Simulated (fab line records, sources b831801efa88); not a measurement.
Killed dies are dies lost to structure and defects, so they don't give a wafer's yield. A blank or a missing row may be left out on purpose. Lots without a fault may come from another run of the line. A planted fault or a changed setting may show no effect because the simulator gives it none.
fab line records | flow sky130
record lots=13 wafers=39 last_day=50
route steps=708 shown VT_ADJUST_LVTN@117 VIA3@596 CAP2M@603 PASSIVATION@692 PAD_OPEN@708
lots that met no fault: from a run of the same line without faults
start_h: hours from the record's first day to the start of the lot's first wafer shown | wait_h: hours since the lot's step before | " the same as in the row above | L1.1+2: a row that stands for several wafers | - no value, or no start given | * or withheld: withheld | < > ~ a bound
route shown NAME@n: a module of which the file shows steps, and the number in the route of the first | usual: mean/standard deviation of fault-free wafers | same: alike in all rows | chamber/n: place in a boat | sites: the reading at each site | _std_site: their standard deviation | _edge_site: outer sites' mean less inner sites' | radius_mm: how far each site lies from the wafer's centre | mask NAME#n: copy n | behind: the tool/chamber that last shaped the wafer | hold: why the lot was held/for how many hours/how that ended | device: the transistor (n, p or np) that didn't switch | end of line: the same wafers' tests at the end of the route | a step without rows: its recipe alone | killed: dies lost to structure and defects at the first sort, not the wafer's yield | map: a wafer's dies, x killed, . not, _ none there
set.NAME: the setting as run; set.NAME@STEP: as run at that earlier step | model.NAME: the simulator's own value behind a step, which no gauge read
steps of the route over a sample of lots; a table a step, a row a wafer
services: from which hour (start_h, from the record's first day; less than 0 if before it) a tool's chamber was out of use, for how many hours, and why
## steps
# step SKY_VT_ADJUST_LVTN_STRIP_20
# recipe chemistry=O2/N2 power_w=1400 pressure_mtorr=1500 platen_temp_c=withheld o2_flow_sccm=3000 n2_flow_sccm=300 overash_fraction=0.5
# usual drypump_motor_current_A=5.6/0.42 n2_flow_sccm=300.1/0.89 oes_product_au=0.716/0.004 strip_time_to_endpoint_s=14.18/0.043
# columns lot.wafer tool chamber start_h wait_h drypump_motor_current_A n2_flow_sccm oes_product_au rf_hours_counter_h strip_time_to_endpoint_s
L919.1 plasma_asher-03 0 172.40 0.1 5.3 300.7 0.706 48 14.13
L919.2 " 1 " " 5.4 300.0 0.714 48 14.14
L919.3 " 0 " " 5.2 302.0 0.719 - 14.15
L920.1 plasma_asher-02 1 186.30 0.1 5.4 299.7 0.727 50 14.24
L920.2 " 0 " " 6.3 300.7 0.717 50 14.29
L920.3 " 0 " " 6.4 300.8 0.716 - 14.26
L921.1 plasma_asher-01 0 188.67 0.1 5.3 299.9 0.710 6 14.24
L921.3 " 0 " " 5.4 299.9 0.716 - 14.16
L921.6 " 1 " " 5.3 300.9 0.716 - 14.16
L923.2 plasma_asher-01 1 203.72 0.1 5.4 300.4 0.714 8 14.13
L923.3 " 0 " " 5.4 299.9 0.725 - 14.13
L923.4 " 1 " " 5.3 301.0 0.717 - 14.21
L925.3 plasma_asher-02 0 217.09 0.1 6.4 301.0 0.715 - 14.16
L925.4 " 1 " " 5.4 301.4 0.722 - 14.11
L925.5 " 1 " " 5.4 301.5 0.714 - 14.15
L927.4 plasma_asher-01 0 231.43 0.1 5.4 299.0 0.710 - 14.17
L927.5 " 0 " " 5.4 298.8 0.721 - 14.26
L927.6 " 1 " " 5.3 300.1 0.724 - 14.23
L928.3 plasma_asher-01 1 231.88 0.1 5.3 301.0 0.711 - 14.13
L928.4 " 0 " " 5.3 300.3 0.713 - 14.16
L928.5 " 1 " " 5.3 300.1 0.710 - 14.17
L929.2 plasma_asher-01 0 254.15 0.1 5.4 300.0 0.714 14 14.17
L929.3 " 1 " " 5.3 299.8 0.710 - 14.16
L929.4 " 0 " " 5.4 299.4 0.713 - 14.26
L931.3 plasma_asher-01 1 263.49 0.1 5.3 298.2 0.722 - 14.15
L931.4 " 0 " " 5.3 301.6 0.714 - 14.18
L931.6 " 1 " " 5.3 299.5 0.721 - 14.15
L933.2 plasma_asher-02 0 268.70 0.1 6.4 300.3 0.716 57 14.17
L933.3 " 0 " " 6.4 299.2 0.719 - 14.15
L933.4 " 1 " " 5.4 300.6 0.719 - 14.18
L938.1 plasma_asher-02 0 292.45 0.1 6.4 300.5 0.719 60 14.14
L938.3 " 1 " " 5.4 299.6 0.718 - 14.17
L938.6 " 0 " " 6.3 300.2 0.707 - 14.15
L940.1 plasma_asher-03 0 307.12 0.1 5.3 299.9 0.721 60 14.21
L940.2 " 1 " " 5.4 300.9 0.722 60 14.23
L940.4 " 1 " " 5.4 300.8 0.720 - 14.26
L942.1 plasma_asher-01 0 323.72 0.1 5.4 298.4 0.710 21 14.14
L942.4 " 0 " " 5.4 298.4 0.711 - 14.12
L942.5 " 1 " " 5.3 299.6 0.714 - 14.14
# step SKY_VIA3_THK_MEAS_23
# recipe thk_meas_gauge=xrf reads=W_of_VIA3_CVD_21
# usual VIA3_W_THK=396/7.9
# columns lot.wafer tool chamber start_h wait_h VIA3_W_THK[nm]
L919.1 film_metro-01 - 938.69 0.1 403
L919.2 " - " " 399
L919.3 " - " " 395
L920.1 film_metro-02 - 952.88 0.1 390
L920.2 " - " " 389
L920.3 " - " " 390
L921.1 film_metro-02 - 956.80 0.1 385
L921.3 " - " " 388
L921.6 " - " " 391
L923.2 film_metro-04 - 975.08 0.1 408
L923.3 " - " " 400
L923.4 " - " " 408
L925.3 film_metro-02 - 995.11 0.1 410
L925.4 " - " " 389
L925.5 " - " " 406
L927.4 film_metro-01 - 1003.84 0.1 398
L927.5 " - " " 404
L927.6 " - " " 402
L928.3 film_metro-04 - 1007.44 0.1 410
L928.4 " - " " 397
L928.5 " - " " 411
L929.2 film_metro-01 - 1022.60 0.1 391
L929.3 " - " " 392
L929.4 " - " " 404
L931.3 film_metro-04 - 1034.75 0.1 395
L931.4 " - " " 396
L931.6 " - " " 395
L933.2 film_metro-02 - 1037.38 0.1 399
L933.3 " - " " 385
L933.4 " - " " 397
L938.1 film_metro-01 - 1062.87 0.1 394
L938.3 " - " " 395
L938.6 " - " " 398
L940.1 film_metro-01 - 1073.27 0.1 402
L940.2 " - " " 417
L940.4 " - " " 399
L942.1 film_metro-01 - 1088.19 0.1 388
L942.4 " - " " 394
L942.5 " - " " 395
# step SKY_CAP2M_CVD_00
# recipe material=SiO2 target_thk_nm=15.5 temp_c=400 time_s=withheld rf_w=450
# usual heater_power_w=672/55
# columns lot.wafer tool chamber start_h wait_h heater_power_w
L919.1 pecvd-01 1 939.20 0.0 663
L919.2 " 2 " " 557
L919.3 " 0 " " 756
L920.1 pecvd-04 0 953.40 0.0 670
L920.2 " 1 " " 710
L920.3 " 2 " " 686
L921.1 pecvd-03 1 957.31 0.0 550
L921.3 " 2 " " 589
L921.6 " 2 " " 604
L923.2 pecvd-03 0 975.66 0.0 702
L923.3 " 2 " " 654
L923.4 " 1 " " 602
L925.3 pecvd-03 2 995.60 0.0 658
L925.4 " 1 " " 540
L925.5 " 2 " " 654
L927.4 pecvd-04 1 1004.34 0.0 725
L927.5 " 0 " " 693
L927.6 " 2 " " 616
L928.3 pecvd-01 2 1007.93 0.0 640
L928.4 " 2 " " 634
L928.5 " 0 " " 639
L929.2 pecvd-01 2 1023.10 0.0 582
L929.3 " 0 " " 679
L929.4 " 2 " " 579
L931.3 pecvd-04 0 1035.27 0.0 663
L931.4 " 1 " " 764
L931.6 " 2 " " 660
L933.2 pecvd-01 2 1037.89 0.0 648
L933.3 " 1 " " 675
L933.4 " 1 " " 675
L938.1 pecvd-03 2 1063.63 0.0 657
L938.3 " 0 " " 724
L938.6 " 0 " " 732
L940.1 pecvd-04 0 1073.78 0.0 631
L940.2 " 2 " " 629
L940.4 " 0 " " 624
L942.1 pecvd-03 2 1088.70 0.0 627
L942.4 " 1 " " 684
L942.5 " 2 " " 655
# step SKY_PASSIVATION_ETCH_11
# recipe chemistry=CF4/O2 target_depth_nm=725 stop_on=AlCu source_w=800 bias_w=150 pressure_mtorr=150 cf4_flow_sccm=80 O2_flow_sccm=10 time_s=161.1
# usual drypump_motor_current_A=5.8/0.54 oes_product_au=0.978/0.0064 throttle_valve_pct=5.964/0.01
# columns lot.wafer tool chamber start_h wait_h drypump_motor_current_A oes_product_au rf_hours_counter_h throttle_valve_pct
L919.1 rie_diel-04 1 1058.77 - 6.0 0.975 19 5.973
L919.2 " 2 " " 5.5 0.973 5 5.988
L919.3 " 3 " " 6.2 0.975 2 5.964
L920.1 rie_diel-04 1 1072.14 - 6.0 0.974 19 5.958
L920.2 " 0 " " 5.2 0.979 7 5.963
L920.3 " 3 " " 6.2 0.984 2 5.949
L921.1 rie_diel-03 3 1075.44 - 5.6 0.974 7 5.946
L921.3 " 1 " " 5.7 0.963 9 5.961
L921.6 " 1 " " 5.7 0.964 - 5.958
L923.2 rie_diel-03 1 1090.59 - 5.8 0.978 9 5.967
L923.3 " 0 " " 6.8 0.989 24 5.981
L923.4 " 3 " " 5.5 0.984 7 5.977
L925.3 rie_diel-04 2 1108.24 - 5.5 0.966 7 5.939
L925.4 " 3 " " 6.3 0.982 3 5.972
L925.5 " 0 " " 5.2 0.980 - 5.959
L927.4 rie_diel-01 3 1116.46 - 5.2 0.981 14 5.977
L927.5 " 2 " " 6.7 0.989 - 5.974
L927.6 " 3 " " 5.3 0.987 - 5.982
L928.3 rie_diel-03 2 1119.29 - 5.6 0.977 - 5.970
L928.4 " 1 " " 5.7 0.985 - 5.985
L928.5 " 1 " " 5.8 0.980 - 5.956
L929.2 rie_diel-03 2 1134.07 - 5.5 0.979 24 5.972
L929.3 " 1 " " 5.7 0.977 11 5.955
L929.4 " 1 " " 5.8 0.976 - 5.974
L931.3 rie_diel-01 3 1144.19 - 5.2 0.981 16 5.976
L931.4 " 1 " " 4.8 0.990 15 5.990
L931.6 " 2 " " 6.7 0.981 - 5.969
L933.2 rie_diel-01 2 1146.17 - 6.7 0.975 20 5.980
L933.3 " 1 " " 4.8 0.973 15 5.961
L933.4 " 3 " " 5.3 0.984 16 5.967
L938.1 rie_diel-03 3 1168.39 - 5.6 0.967 9 5.958
L938.3 " 2 " " 5.5 0.971 26 5.959
L938.6 " 0 " " 6.8 0.975 - 5.960
L940.1 rie_diel-01 1 1175.46 - 4.8 0.982 17 5.965
L940.2 " 0 " " 5.5 0.970 20 5.953
L940.4 " 2 " " 6.7 0.974 21 5.985
L942.1 rie_diel-04 0 1187.42 - 5.2 0.973 10 5.957
L942.4 " 2 " " 5.5 0.978 9 5.973
L942.5 " 3 " " 6.3 0.976 - 5.944
# step SKY_PAD_OPEN_PROBE_99
# usual killed_at_M0_to_M3=43/7.4 killed_at_M4_up=3.3/2 killed_at_contacts=24/5.4 killed_at_front_end=16/4.2 killed_at_other=0.3/0.61 killed_dies=87/9.4 killed_open=47/7.3 killed_short=40/6.7
# same gross_dies=492 killed_at_back_side=0
# columns lot.wafer tool chamber start_h wait_h killed_at_M0_to_M3 killed_at_M4_up killed_at_contacts killed_at_front_end killed_at_other killed_dies killed_open killed_short
L929.2 prober-02 - 1155.43 0.1 61 5 14 14 0 94 55 39
L929.3 prober-02 - 1155.48 0.2 46 2 18 51 0 117 40 34
L929.4 prober-02 - 1155.53 0.2 48 6 17 14 0 85 41 44
L931.3 prober-02 - 1165.36 0.2 44 4 17 49 1 115 42 32
L931.4 prober-02 - 1165.41 0.2 40 6 26 15 0 87 44 43
L931.6 prober-02 - 1165.51 0.2 30 2 20 56 1 109 42 23
# killed by level:class
L929.2 VIA1:geometric_particle:open=17 VIA2:geometric_particle:open=9 VIA3:geometric_particle:open=8 LI_CONTACT:geometric_particle:open=7 METAL1:geometric_particle:short=6 VIA1:geometric_particle:short=5 METAL4:geometric_particle:short=5 FIELD_ISO:geometric_particle:short=4
L929.3 VT_ADJUST_LVTN:unspecified=43 VIA3:geometric_particle:short=10 VIA2:geometric_particle:open=10 CONTACT:geometric_particle:open=6 VIA1:geometric_particle:open=6 VIA3:geometric_particle:open=6 METAL1:geometric_particle:open=5 VIA1:geometric_particle:short=5
L929.4 VIA2:geometric_particle:open=9 VIA1:geometric_particle:open=8 VIA1:geometric_particle:short=6 LI_CONTACT:geometric_particle:short=6 VIA3:geometric_particle:open=5 METAL4:geometric_particle:short=5 FIELD_ISO:geometric_particle:short=4 LI_CONTACT:geometric_particle:open=4
L931.3 VT_ADJUST_LVTN:unspecified=40 VIA2:geometric_particle:open=15 METAL2:geometric_particle:short=8 LI_CONTACT:geometric_particle:open=7 METAL1:geometric_particle:short=7 VIA3:geometric_particle:open=5 POLY_GATE:geometric_particle:open=4 CONTACT:geometric_particle:short=4
L931.4 CONTACT:geometric_particle:open=10 VIA2:geometric_particle:open=8 VIA1:geometric_particle:open=7 METAL3:geometric_particle:short=6 METAL1:geometric_particle:short=6 CONTACT:geometric_particle:short=5 LI_CONTACT:geometric_particle:short=4 LI_CONTACT:geometric_particle:open=4
L931.6 VT_ADJUST_LVTN:unspecified=43 VIA1:geometric_particle:open=11 CONTACT:geometric_particle:open=8 VIA2:geometric_particle:open=6 FIELD_ISO:geometric_particle:short=5 LI_CONTACT:geometric_particle:open=4 CONTACT:geometric_particle:short=4 VIA2:geometric_particle:short=3
## services
# columns tool chamber start_h hours kind
plasma_asher-01 - 186.65 1.4 repair
rie_diel-03 - 192.51 14.6 pm
rie_diel-03 3 272.77 14.8 repair
pecvd-03 - 301.05 7.8 repair
pecvd-03 0 314.37 4.5 repair
rie_diel-03 - 331.36 0.1 repair
rie_diel-03 1 345.57 6.2 repair
rie_diel-03 - 349.12 1.0 repair
rie_diel-03 - 367.03 10.0 pm
pecvd-03 0 393.49 2.4 repair
rie_diel-03 1 395.81 3.9 repair
plasma_asher-01 - 409.06 2.8 pm
rie_diel-03 - 432.50 0.6 repair
rie_diel-03 0 455.10 12.0 repair
rie_diel-03 1 459.31 16.7 repair
rie_diel-03 3 478.80 2.5 repair
pecvd-03 2 481.38 20.6 repair
pecvd-03 0 491.63 4.8 repair
pecvd-03 - 550.06 1.0 repair
rie_diel-03 3 603.94 3.5 repair
plasma_asher-01 - 618.65 1.5 repair
rie_diel-03 - 624.24 2.8 pm
plasma_asher-01 - 665.34 1.1 repair
plasma_asher-01 - 1103.63 2.1 repair
## key
first_sign step=SKY_PAD_OPEN_PROBE_99 reading=killed_at_front_end direction=up sigmas=8.5 usual=16 struck=52
effect step=SKY_PAD_OPEN_PROBE_99 reading=killed_dies direction=up sigmas=2.8 usual=87 struck=114
met_at SKY_VT_ADJUST_LVTN_STRIP_20
struck_lots L929,L931
struck_wafers L929.3,L931.3,L931.6
tester_left_out L929,L931
not_acting_at SKY_VIA3_THK_MEAS_23,SKY_CAP2M_CVD_00,SKY_PASSIVATION_ETCH_11
onset_between 231.88 254.15
fault kind=chamber_particle_source tool=plasma_asher-01 chamber=1 onset_h=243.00 steps=SKY_VT_ADJUST_LVTN_STRIP_20 rate_per_visit_cm2=0.42752 end_h=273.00
# tester_left_out: of these lots the tester's yield and bins aren't shown, on N5 and GAA mostly nor the transistor test; their killed dies are dies lost to structure and defects alone, not to doping, threshold or leakage, so they don't give the yield
